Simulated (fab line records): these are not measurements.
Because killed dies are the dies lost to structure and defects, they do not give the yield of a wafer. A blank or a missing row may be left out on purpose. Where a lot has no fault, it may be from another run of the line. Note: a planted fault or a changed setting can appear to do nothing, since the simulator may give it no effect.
Which tool is to blame?	flow sky130	Sampling: 10 lots, 30 wafers, 5 of 708 route steps

== WHAT THE GAUGES SHOWED, per wafer ==
SKY_METAL1_CD_MEAS_15 targets a cd of 140 nm. Usual: cd nm reads 139.4 nm (standard deviation 1.4).
lot	measured	on	cd nm (nm)	flag
L111	day 33 02:41	cd sem-01	139.6 140.3 140.4	
L115	day 34 10:15	cd sem-02	138.5 139.0 139.8	
L116	day 34 12:26	cd sem-02	140.6 138.7 138.7	
L117	day 34 22:21	cd sem-02	139.8 139.5 140.0	
L118	day 35 15:49	cd sem-02	137.5 138.2 136.8	
L119	day 35 16:08	cd sem-01	140.1 139.1 138.9	
L123	day 36 23:44	cd sem-02	143.1 140.5 140.9	
L125	day 37 12:28	cd sem-02	138.5 139.7 139.1	
L131	day 39 05:31	cd sem-02	137.3 138.2 137.2	
L132	day 39 22:29	cd sem-01	138.9 139.3 140.4	

SKY_VIA1_RS_MEAS_22: a four-point-probe measurement. Usual: VIA1_W_RS gives 0.427 ohm/sq (standard deviation 0.0039).
lot	measured	on	VIA1_W_RS (ohm/sq)	flag
L111	day 34 07:53	film metro-02	0.426 0.428 0.432	
L115	day 35 13:57	film metro-03	0.429 0.425 0.424	
L116	day 35 16:11	film metro-02	0.424 0.424 0.429	
L117	day 36 02:17	film metro-01	0.424 0.432 0.427	
L118	day 36 20:37	film metro-03	0.428 0.436 0.433	
L119	day 36 20:40	film metro-01	0.429 0.424 0.430	
L123	day 38 04:22	film metro-03	0.385 0.382 0.387	OFF
L125	day 38 15:26	film metro-01	0.381 0.376 0.385	OFF
L131	day 40 08:34	film metro-01	0.423 0.426 0.429	
L132	day 41 01:32	film metro-03	0.424 0.427 0.428	

SKY_VIA1_THK_MEAS_23: measures by xrf. Usual: VIA1_W_THK gives 276 nm (standard deviation 3.1).
lot	measured	on	VIA1_W_THK (nm)	flag
L111	day 34 08:00	film metro-02	277 274 272	
L115	day 35 14:02	film metro-03	275 277 278	
L116	day 35 16:18	film metro-02	278 280 276	
L117	day 36 02:23	film metro-01	279 274 276	
L118	day 36 20:44	film metro-03	276 271 272	
L119	day 36 20:47	film metro-01	274 278 276	
L123	day 38 04:28	film metro-03	309 313 306	OFF
L125	day 38 15:34	film metro-01	309 314 308	OFF
L131	day 40 08:40	film metro-01	278 276 274	
L132	day 41 01:39	film metro-03	274 273 272	

== WHAT TOOL EACH LOT RAN ON (gives the tool, then ch and the chambers of the sampled wafers, and finally the start) ==
lot	SKY_CONTACT_CMP_27	SKY_VIA1_CVD_21
L111	cmp-02 ch 0,1, day 31 23:20	cvd w-02 ch 0,1, day 34 07:47
L115	cmp-01 ch 0,3, day 33 07:34	cvd w-02 ch 0,1, day 35 13:49
L116	cmp-01 ch 1,2, day 33 10:01	cvd w-01 ch 0,1, day 35 16:05
L117	cmp-01 ch 0,1,2, day 33 19:14	cvd w-02 ch 0,1, day 36 02:11
L118	cmp-02 ch 0,3, day 34 13:57	cvd w-01 ch 0,1, day 36 20:31
L119	cmp-02 ch 0,1,2, day 34 14:25	cvd w-02 ch 0,1, day 36 20:35
L123	cmp-02 ch 0,1,3, day 35 20:49	cvd w-02 ch 0,1, day 38 04:16
L125	cmp-01 ch 0,1,3, day 36 09:59	cvd w-02 ch 0,1, day 38 15:20
L131	cmp-02 ch 1,2,3, day 38 04:09	cvd w-01 ch 0,1, day 40 08:28
L132	cmp-01 ch 0,2,3, day 38 21:46	cvd w-01 ch 0,1, day 41 01:26
- SKY_CONTACT_CMP_27: polishes, stops on SiO2, t overpolish 15 s, target thk 0 nm.
- SKY_VIA1_CVD_21: deposits W, target thk 270 nm, time 80.902 s.

== WHAT THE TOOLS THEMSELVES READ (means of the sampled wafers that have a number; where no wafer has one, the mark that the record gives instead) ==
SKY_CONTACT_CMP_27. Usual: motor current A 11.1 A, standard deviation 1.2; overpolish run s 15.000 s, standard deviation 0.0088; retaining ring pressure frac 0.999, standard deviation 0.0047; time to endpoint s 81.5 s, standard deviation 2.9.
lot	tool	motor current A (A)	overpolish run s (s)	retaining ring pressure frac	time to endpoint s (s)	flag
L111	cmp-02	10.4	15.003	1.004	88.5	
L115	cmp-01	11.3	14.994	1.000	81.1	
L116	cmp-01	11.8	15.000	1.000	77.5	
L117	cmp-01	12.1	15.000	0.991	80.5	
L118	cmp-02	11.8	15.001	1.000	83.0	
L119	cmp-02	10.2	15.013	0.994	85.1	
L123	cmp-02	11.4	14.999	0.999	82.3	
L125	cmp-01	11.8	14.997	0.994	80.4	
L131	cmp-02	10.8	15.005	1.000	77.1	
L132	cmp-01	11.0	15.000	1.002	83.5	

SKY_VIA1_CVD_21. Usual: chamber pressure Torr 40.00 Torr, standard deviation 0.093; heater power w 915 W, standard deviation 69.
lot	tool	chamber pressure Torr (Torr)	heater power w (W)	flag
L111	cvd w-02	40.04	873	
L115	cvd w-02	39.98	907	
L116	cvd w-01	39.99	977	
L117	cvd w-02	40.01	900	
L118	cvd w-01	39.97	926	
L119	cvd w-02	40.12	879	
L123	cvd w-02	49.70	906	OFF
L125	cvd w-02	49.50	888	OFF
L131	cvd w-01	40.05	919	
L132	cvd w-01	40.10	925	

== THE ANSWER, worked out from the rows above alone ==
Rule: lot off if the mean of its wafers having a number is beyond 3 standard deviations from the usual mean. A lot without any number at a reading at which 4 lots or more have one is off too. The other lots that the step has rows for count as sound. The gauges are gone through in route order, then the tools' own readings, and for those a lot's mean is taken as printed above. The first step at which some lot is off is used, and at that step the reading that is off furthest; a lot without a number counts as furthest.
Off: at SKY_VIA1_RS_MEAS_22 (VIA1_W_RS), L123, L125.
A tool fits if, at a process step before that reading, it ran every lot that is off, and no sound lot after the first of them. The gauges at SKY_VIA1_RS_MEAS_22 aren't tried: what is off there is off at SKY_VIA1_CVD_21 too, on other tools, and a gauge's error can't cause that. One fits: SKY_VIA1_CVD_21 on cvd w-02. A fault onset in the window from L119 (day 36 20:35, its last sound lot) to L123 (day 38 04:16, its first lot off) fits.
On the lots that are off, the tool's own readings at SKY_VIA1_CVD_21 differ by more than 5 times the standard deviation of the sound lots' means, which bears it out; chamber pressure Torr reads 49.60 Torr there versus 40.03 Torr on the sound lots.

== WHAT THE SIMULATOR HAD INSERTED ==
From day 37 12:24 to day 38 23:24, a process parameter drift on cvd w-02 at SKY_VIA1_CVD_21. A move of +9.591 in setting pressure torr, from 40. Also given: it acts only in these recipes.
Shown lots that were struck: L123, L125. Same finding as the rule above.
